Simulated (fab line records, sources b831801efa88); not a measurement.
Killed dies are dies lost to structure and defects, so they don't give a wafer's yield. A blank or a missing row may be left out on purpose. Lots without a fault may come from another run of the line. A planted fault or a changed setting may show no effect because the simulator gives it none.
Which tool did it? | flow sfq_line | 6 lots, 18 wafers sampled, at 3 steps of a route of 325

WHAT THE GAUGES READ, wafer by wafer
SFQ_M4_RS_MEAS_924: measures by four-point-probe.
lot  | measured     | on            | M4_NB_RS (ohm/sq)
L569 | day 51 03:47 | film_metro-01 | 0.907 0.900 0.902
L571 | day 51 17:36 | film_metro-03 | 0.893 0.912 0.893
L573 | day 53 00:13 | film_metro-01 | 0.901 0.885 0.885
L583 | day 56 16:42 | film_metro-01 | 0.884 0.906 0.908
L587 | day 57 05:54 | film_metro-03 | 0.883 0.894 0.892
L589 | day 57 20:22 | film_metro-01 | 0.895 0.894 0.892

WHICH TOOL RAN EACH LOT (tool, then ch and the chambers of the sampled wafers, then the start)
lot  | SFQ_TRILAYER_I0_VIA_STRIP_STRIP_035 | SFQ_TRILAYER_M4_DEP_SPUTTER_091
L569 | rie_metal-02 ch 0,1, day 13 16:59   | pvd_sputter-03, day 51 03:42
L571 | rie_metal-04 ch 0,1, day 14 00:11   | pvd_sputter-03, day 51 17:30
L573 | rie_metal-01 ch 0,1, day 14 23:14   | pvd_sputter-05, day 53 00:07
L583 | rie_metal-04 ch 0,1, day 18 03:07   | pvd_sputter-05, day 56 16:37
L587 | rie_metal-01 ch 0,1, day 23 13:01   | pvd_sputter-05, day 57 05:49
L589 | rie_metal-04 ch 0,1, day 26 20:25   | pvd_sputter-05, day 57 20:14
- SFQ_TRILAYER_I0_VIA_STRIP_STRIP_035: strips in O2.
- SFQ_TRILAYER_M4_DEP_SPUTTER_091: material Nb, target thk 200 nm, time 133.3 s.

THE ANSWER, worked out from the rows above alone
Rule: what is usual is taken from the lots themselves. Put in order of their means at a reading, lots are off if they are a third of the lots or fewer, leave a main group of 4 or more, and stand apart from it by a gap of 3 or more times the standard deviation of the main group's means; of several such gaps the widest counts. A main group whose means are all the same, to the digits that the tables above print for the reading, isn't used. A lot without any number at a reading at which 4 lots or more have one is off too. The other lots that the step has rows for count as sound.
No lot is off at any reading shown: from this, nothing can be told.

WHAT THE SIMULATOR HAD PUT IN
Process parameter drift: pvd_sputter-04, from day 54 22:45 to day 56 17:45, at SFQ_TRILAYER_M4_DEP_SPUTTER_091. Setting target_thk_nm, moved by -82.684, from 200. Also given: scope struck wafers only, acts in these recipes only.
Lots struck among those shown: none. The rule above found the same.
